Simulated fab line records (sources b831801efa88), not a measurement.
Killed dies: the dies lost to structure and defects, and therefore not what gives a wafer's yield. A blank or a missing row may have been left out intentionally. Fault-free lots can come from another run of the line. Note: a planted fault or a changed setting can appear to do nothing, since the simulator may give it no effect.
Which tool did it?    flow gf180mcu    14 lots, 42 wafers sampled, at 3 steps of a route of 602

## WHAT EACH GAUGE READ, for each wafer
GF_CONTACT_BOW_MEAS_05. Usual: CONTACT_BOW 65 um, standard deviation 6.9.
lot   measured      on            CONTACT_BOW (um)  flag
L201  day 15 08:19  filmMetro-01  60 67 63          
L202  day 15 17:57  filmMetro-04  60 63 58          
L203  day 15 19:11  filmMetro-04  57 65 67          
L204  day 16 03:53  filmMetro-02  69 59 63          
L205  day 16 15:19  filmMetro-01  62 63 61          
L207  day 17 10:56  filmMetro-04  65 60 68          
L209  day 18 05:32  filmMetro-02  74 66 71          
L211  day 18 20:49  filmMetro-04  69 57 60          
L212  day 19 00:53  filmMetro-02  67 67 65          
L213  day 19 14:25  filmMetro-02  66 52 68          
L215  day 20 14:56  filmMetro-02  75 65 71          
L216  day 20 16:28  filmMetro-04  70 68 64          
L223  day 22 19:00  filmMetro-02  65 63 71          
L224  day 23 05:07  filmMetro-01  66 66 73          

## WHICH TOOL RAN EACH LOT (tool, then ch and the chambers of the sampled wafers, then the start)
lot   GF_MVPSD_DEVELOP_06               GF_MVPSD_STRIP_10
L201  lithoTrack-01 ch 0, day 5 01:00   plasmaAsher-02 ch 0,1, day 5 01:46
L202  lithoTrack-01 ch 0, day 5 07:00   plasmaAsher-02 ch 0,1, day 5 07:56
L203  lithoTrack-02 ch 0, day 5 12:00   plasmaAsher-02 ch 0,1, day 5 13:01
L204  lithoTrack-01 ch 0, day 5 18:00   plasmaAsher-02 ch 0,1, day 5 18:58
L205  lithoTrack-02 ch 0, day 6 01:00   plasmaAsher-03 ch 0, day 6 02:05
L207  lithoTrack-02 ch 0, day 6 12:00   plasmaAsher-01 ch 0, day 6 13:14
L209  lithoTrack-03 ch 0, day 7 02:00   plasmaAsher-02 ch 0,1, day 7 02:37
L211  lithoTrack-03 ch 0, day 7 15:00   plasmaAsher-01 ch 0,1, day 7 15:40
L212  lithoTrack-03 ch 0, day 7 18:00   plasmaAsher-01 ch 0,1, day 7 18:58
L213  lithoTrack-03 ch 0, day 8 03:00   plasmaAsher-01 ch 0,1, day 8 03:31
L215  lithoTrack-01, day 8 14:00        plasmaAsher-02 ch 0,1, day 8 14:52
L216  lithoTrack-01, day 8 18:00        plasmaAsher-03 ch 0,1, day 8 18:49
L223  lithoTrack-03 ch 0, day 10 10:00  plasmaAsher-03 ch 0,1, day 10 10:31
L224  lithoTrack-03 ch 0, day 10 18:00  plasmaAsher-01 ch 0,1, day 10 18:49
- GF_MVPSD_DEVELOP_06: develop time 60 s.
- GF_MVPSD_STRIP_10: strips in O2/N2.

## WHAT THE TOOLS THEMSELVES READ (means of the sampled wafers that have a number; where no wafer has one, the mark that the record gives instead)
GF_MVPSD_DEVELOP_06. Usual: chillPlateTempC reads 22.98 C (standard deviation 0.11).
lot   tool           chillPlateTempC (C)  flag
L201  lithoTrack-01  23.07                
L202  lithoTrack-01  22.91                
L203  lithoTrack-02  23.02                
L204  lithoTrack-01  23.09                
L205  lithoTrack-02  22.95                
L207  lithoTrack-02  22.93                
L209  lithoTrack-03  23.06                
L211  lithoTrack-03  22.98                
L212  lithoTrack-03  22.85                
L213  lithoTrack-03  23.01                
L215  lithoTrack-01  -                    OFF
L216  lithoTrack-01  -                    OFF
L223  lithoTrack-03  23.01                
L224  lithoTrack-03  23.08                

GF_MVPSD_STRIP_10. Usual: drypumpMotorCurrentA 5.6 A, standard deviation 0.46; heaterPowerW 311 W, standard deviation 25; oesProductAu 0.723 a.u., standard deviation 0.0047; stripTimeToEndpointS 36.92 s, standard deviation 0.094.
lot   tool            drypumpMotorCurrentA (A)  heaterPowerW (W)  oesProductAu (a.u.)  stripTimeToEndpointS (s)  flag
L201  plasmaAsher-02  5.7                       302               0.725                36.89                     
L202  plasmaAsher-02  5.7                       300               0.725                36.84                     
L203  plasmaAsher-02  5.3                       299               0.723                36.85                     
L204  plasmaAsher-02  5.7                       302               0.723                36.93                     
L205  plasmaAsher-03  5.6                       285               0.725                36.92                     
L207  plasmaAsher-01  5.3                       316               0.720                36.97                     
L209  plasmaAsher-02  5.7                       296               0.723                37.12                     
L211  plasmaAsher-01  5.4                       328               0.719                36.93                     
L212  plasmaAsher-01  5.4                       330               0.723                36.93                     
L213  plasmaAsher-01  5.4                       327               0.724                36.94                     
L215  plasmaAsher-02  5.7                       299               0.716                37.02                     
L216  plasmaAsher-03  5.8                       292               0.722                37.02                     
L223  plasmaAsher-03  5.8                       297               0.725                36.81                     
L224  plasmaAsher-01  5.6                       339               0.721                36.88                     

## THE ANSWER, worked out from the rows above alone
Rule: take the mean of a lot's wafers that have a number; if it is more than 3 standard deviations from the usual mean, the lot is off. A lot without any number at a reading at which 4 lots or more have one is off too. Where the step has rows for the other lots, those lots are counted as sound. The gauges are gone through in route order, then the tools' own readings, and for those a lot's mean is taken as printed above. At the first step where some lot is off, the reading lying furthest off is the one used; lots without a number count as furthest.
Off: L215, L216 (GF_MVPSD_DEVELOP_06, chillPlateTempC). Without a number there: L215, L216.
If a tool, at that step or one of the process steps before it, ran each lot that is off and ran no sound lot following the first of them, it fits. One candidate fits, namely lithoTrack-01 at GF_MVPSD_DEVELOP_06. A fault onset in the window from L204 (day 5 18:00, its last sound lot) to L215 (day 8 14:00, its first lot off) fits.
Blank at GF_MVPSD_DEVELOP_06 on the lots that are off, where sound lots have numbers: chillPlateTempC.

## WHAT THE SIMULATOR PUT IN
Skipped step whole: lithoTrack-01, from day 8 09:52 on, at GF_MVPSD_DEVELOP_06. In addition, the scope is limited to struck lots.
Shown lots that were struck: L215, L216. The rule above found the same.
